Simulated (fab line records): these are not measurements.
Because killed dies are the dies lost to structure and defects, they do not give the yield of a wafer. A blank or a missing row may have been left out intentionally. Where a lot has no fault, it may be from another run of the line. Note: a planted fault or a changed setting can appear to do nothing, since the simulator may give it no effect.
Struck lot and sound lot, side by side | flow gf180mcu | 29 steps out of a route of 602
Sound: the wafers L142.2, L142.4, L142.6. Struck: wafer L153.4. (L153.5 of the same lot was not struck and is left out.) The cause comes at the end.
For every step that has rows: the tool of each side, followed by ch and its chambers, followed by its first start. Under that, the readings that differ: sound wafers | struck wafers | difference of the means | sigmas: that difference in standard deviations of wafers without a fault.
alike: same words and numbers on both sides, and readings whose means sit less than 2 such deviations apart. not compared: any withheld reading, any reading some wafer has no value for, any bound like >300 that may hide the same value, and any number with overlapping values for which the record gives no deviation.
The two part at a step that has a row with sigmas, a row that says differs or no value, or rows on one side only. Numbers that don't overlap but have no deviation are shown without sigmas and don't part them. Lack of a reading on every wafer of one side parts them only where that side has two or more wafers.

first, 1 step without rows for these wafers: GF_V5_ETCH_17 (etches SiO2 in C4F8/O2/Ar, stops on TiN, target depth 855 nm).
GF_V5_STRIP_18: strips in O2/N2.
  sound on plasma asher-03 ch 0,1, day 28 15:25; struck on plasma asher-02 ch 1, day 31 15:15
  alike: drypump motor current A, heater power w, o2 flow sccm, oes product au, platen temp c
  not compared: rf hours counter h
then, 2 steps without rows for these wafers: GF_V5_STRIP_19 (strips in post etch residue remover, time 1200 s); GF_V5_CLEAN_20 (cleans in DIW).
GF_V5_SPUTTER_21: material Ti, target thk 15 nm, time 80.02 s.
  sound: pvd sputter-03 at day 28 15:57; struck: pvd sputter-03 at day 31 15:46
  alike: chamber pressure pa, throttle valve pct
then, 2 steps without rows for these wafers: GF_V5_SPUTTER_22 (material TiN, target thk 10 nm, time 40 s); GF_V5_CVD_23 (deposits W, target thk 350 nm, time 104.9 s).
GF_V5_RS_MEAS_24: uses a four-point probe to measure.
  sound: film metro-03 at day 28 16:18; struck: film metro-03 at day 31 16:02
  alike: V5_W_RS
GF_V5_THK_MEAS_25: measures by xrf.
  sound: film metro-03 at day 28 16:25; struck: film metro-03 at day 31 16:08
  alike: V5_W_THK
then, 2 steps without rows for these wafers: GF_V5_CMP_26 (polishes, stops on SiO2, t overpolish 15 s, target thk 0 nm); GF_TOP_METAL_SPUTTER_00 (material Ti, target thk 37.5 nm, time 150 s).
GF_TOP_METAL_SPUTTER_01: material TiN, target thk 30 nm, time 25 s.
  sound: pvd sputter-04 at day 28 16:52; struck: pvd sputter-04 at day 31 16:34
  reading                | sound          | struck | difference | sigmas
  throttle valve pct (%) | 30.7 30.5 30.4 | 28.5   | -2.0       | -2
  alike: chamber pressure pa
GF_TOP_METAL_SPUTTER_02: material AlCu, target thk 900 nm, time 47.82 s.
  sound: pvd sputter-04 at day 28 16:53; struck: pvd sputter-04 at day 31 16:35
  reading                                        | sound                | struck | difference | sigmas
  chamber pressure pa (Pa)                       | 0.2992 0.3007 0.2991 | 0.3014 | +0.0017    | +3
  throttle valve pct (%)                         | 30.6 30.5 30.7       | 28.3   | -2.3       | -3
  model.AlCu_of_TOP_METAL_SPUTTER_02.thk nm (nm) | 903.7 905.6 899.5    | 1370   | +467       |
then, 1 step without rows for these wafers: GF_TOP_METAL_SPUTTER_03 (material Ti, target thk 5 nm, time 3.3 s).
GF_TOP_METAL_SPUTTER_04: material TiN, target thk 25 nm, time 20.8 s.
  sound: pvd sputter-04 at day 28 16:57; struck: pvd sputter-04 at day 31 16:39
  reading                | sound          | struck | difference | sigmas
  throttle valve pct (%) | 30.6 30.6 30.8 | 28.3   | -2.4       | -3
  alike: chamber pressure pa
GF_TOP_METAL_RS_MEAS_05: uses a four-point probe to measure.
  sound: film metro-02 at day 28 17:00; struck: film metro-02 at day 31 16:44
  reading                    | sound                | struck | difference | sigmas
  TOP_METAL_ALCU_RS (ohm/sq) | 0.0326 0.0326 0.0328 | 0.0214 | -0.0113    | -34
GF_TOP_METAL_THK_MEAS_06: measures by xrf.
  sound: film metro-02 at day 28 17:07; struck: film metro-02 at day 31 16:50
  reading                 | sound       | struck | difference | sigmas
  TOP_METAL_ALCU_THK (nm) | 895 898 890 | 1364   | +470       | +47
then, 7 steps without rows for these wafers: GF_TOP_METAL_DEHYDRATE_07 (time 60 s); GF_TOP_METAL_HMDS_08 (prime time 60 s); GF_TOP_METAL_COAT_09 (resist thk 1500 nm); GF_TOP_METAL_SOFTBAKE_10 (time 60 s); GF_TOP_METAL_EXPOSE_11 (exposes mask MetalTop, target cd 440 nm); GF_TOP_METAL_PEB_12; GF_TOP_METAL_DEVELOP_13 (develop time 60 s).
GF_TOP_METAL_CD_MEAS_14: target cd 440 nm.
  sound: cd sem-01 at day 29 11:58; struck: cd sem-01 at day 32 09:16
  alike: cd nm
GF_TOP_METAL_OVL_MEAS_15:
  sound: overlay-02 at day 29 12:05; struck: overlay-02 at day 32 09:20
  alike: TOP_METAL_OVL
GF_TOP_METAL_METAL_ETCH_16: etches the open film in Cl2/BCl3, stops on SiO2, target depth 1197 nm, time 199.5 s.
  sound on rie metal-01 ch 0,1, day 29 12:07; struck on rie metal-01 ch 1, day 32 09:25
  reading               | sound             | struck | difference | sigmas
  oes product au (a.u.) | 0.996 0.991 0.986 | 1.007  | +0.016     | +3
  alike: drypump motor current A, throttle valve pct
  not compared: rf hours counter h
GF_TOP_METAL_STRIP_17: strips in O2/N2.
  sound on plasma asher-01 ch 0,1, day 29 12:18; struck on plasma asher-04 ch 1, day 32 09:35
  reading                     | sound          | struck | difference | sigmas
  drypump motor current A (A) | 5.97 5.99 5.67 | 5.24   | -0.64      | -2
  alike: heater power w, o2 flow sccm, oes product au, platen temp c, strip time to endpoint s
  not compared: rf hours counter h
GF_PASSIVATION_PROBE_99:
  the record has rows for the struck wafers here (prober-01, day 33 04:33) and none for the sound ones

## WHERE THEY PART
At GF_TOP_METAL_SPUTTER_01 first; at GF_PASSIVATION_PROBE_99 last (within this record only).

WHY: what had been put in by the simulator
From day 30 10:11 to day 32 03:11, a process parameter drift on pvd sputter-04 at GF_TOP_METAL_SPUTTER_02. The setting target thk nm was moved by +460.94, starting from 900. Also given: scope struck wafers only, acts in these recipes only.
